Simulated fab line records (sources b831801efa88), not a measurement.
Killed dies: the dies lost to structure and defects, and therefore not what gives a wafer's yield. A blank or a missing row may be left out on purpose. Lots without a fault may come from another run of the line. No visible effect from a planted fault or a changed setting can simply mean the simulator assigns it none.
Which tool was responsible? -- flow sfq-line -- at 1 step of a route of 325, 14 lots with 42 wafers sampled

== WHAT THE GAUGES READ, wafer by wafer ==
The record holds no reading of a measuring or inspecting step that can be judged against a usual standard deviation.

== TOOL THAT RAN EACH LOT (tool first, then ch and the chambers of the sampled wafers, then the start) ==
lot,SFQ_TRILAYER_M6_LITHO_DEVELOP_161
L373,"litho-track-02 ch 0, day 77 13:25"
L375,"litho-track-02 ch 0, day 77 18:13"
L376,"litho-track-02 ch 0, day 77 19:26"
L378,"litho-track-03 ch 0, day 78 02:37"
L379,"litho-track-03 ch 0, day 78 05:01"
L380,"litho-track-03 ch 0, day 78 18:13"
L381,"litho-track-03 ch 0, day 79 00:13"
L384,"litho-track-02, day 80 05:16"
L385,"litho-track-02, day 80 07:37"
L389,"litho-track-02 ch 0, day 82 03:49"
L392,"litho-track-03 ch 0, day 82 22:57"
L393,"litho-track-02 ch 0, day 84 20:18"
L394,"litho-track-02 ch 0, day 86 06:10"
L395,"litho-track-04 ch 0, day 86 07:17"
- SFQ_TRILAYER_M6_LITHO_DEVELOP_161: time 60 s.

== AS READ BY THE TOOLS THEMSELVES (means over the sampled wafers that have a number; for cases with no such wafer, the mark the record gives instead) ==
SFQ_TRILAYER_M6_LITHO_DEVELOP_161.
lot,tool,chill-plate-temp-C (C),exhaust-pa (Pa),resist-line-temp-C (C)
L373,litho-track-02,22.95,45.9,23.04
L375,litho-track-02,23.00,43.9,23.01
L376,litho-track-02,22.94,44.2,23.06
L378,litho-track-03,22.95,46.0,22.95
L379,litho-track-03,23.07,45.1,23.03
L380,litho-track-03,23.00,43.7,22.92
L381,litho-track-03,22.89,45.1,22.90
L384,litho-track-02,-,-,-
L385,litho-track-02,-,-,-
L389,litho-track-02,22.86,46.8,23.04
L392,litho-track-03,23.08,45.1,23.15
L393,litho-track-02,23.09,45.9,22.96
L394,litho-track-02,22.92,46.7,23.04
L395,litho-track-04,22.93,44.4,23.06

== THE ANSWER, worked out from the rows above alone ==
Rule: what is usual is taken from the lots themselves. Put in order of their means at a reading, lots are off if they are a third of the lots or fewer, leave a main group of 4 or more, and stand apart from it by a gap of 3 or more times the standard deviation of the main group's means; of several such gaps the widest counts. The tables above print the reading to a certain number of digits; a main group whose means all agree to those digits is not used. A lot without any number at a reading at which 4 lots or more have one is off too. The other lots that the step has rows for count as sound. Order of review: gauges by route order, followed by the tools' own readings, for which a lot's mean as printed above is used. The first step at which some lot is off is used, and at that step the reading that is off furthest; a lot without a number counts as furthest.
Off, at SFQ_TRILAYER_M6_LITHO_DEVELOP_161 on chill-plate-temp-C: L384, L385. Without a number there: L384, L385. The main group has a mean of 22.97 C with a standard deviation of 0.072.
If a tool, at that step or one of the process steps before it, ran each lot that is off and ran no sound lot following the first of them, it fits. Not one of the candidates tried fits.

== WHAT THE SIMULATOR HAD INSERTED ==
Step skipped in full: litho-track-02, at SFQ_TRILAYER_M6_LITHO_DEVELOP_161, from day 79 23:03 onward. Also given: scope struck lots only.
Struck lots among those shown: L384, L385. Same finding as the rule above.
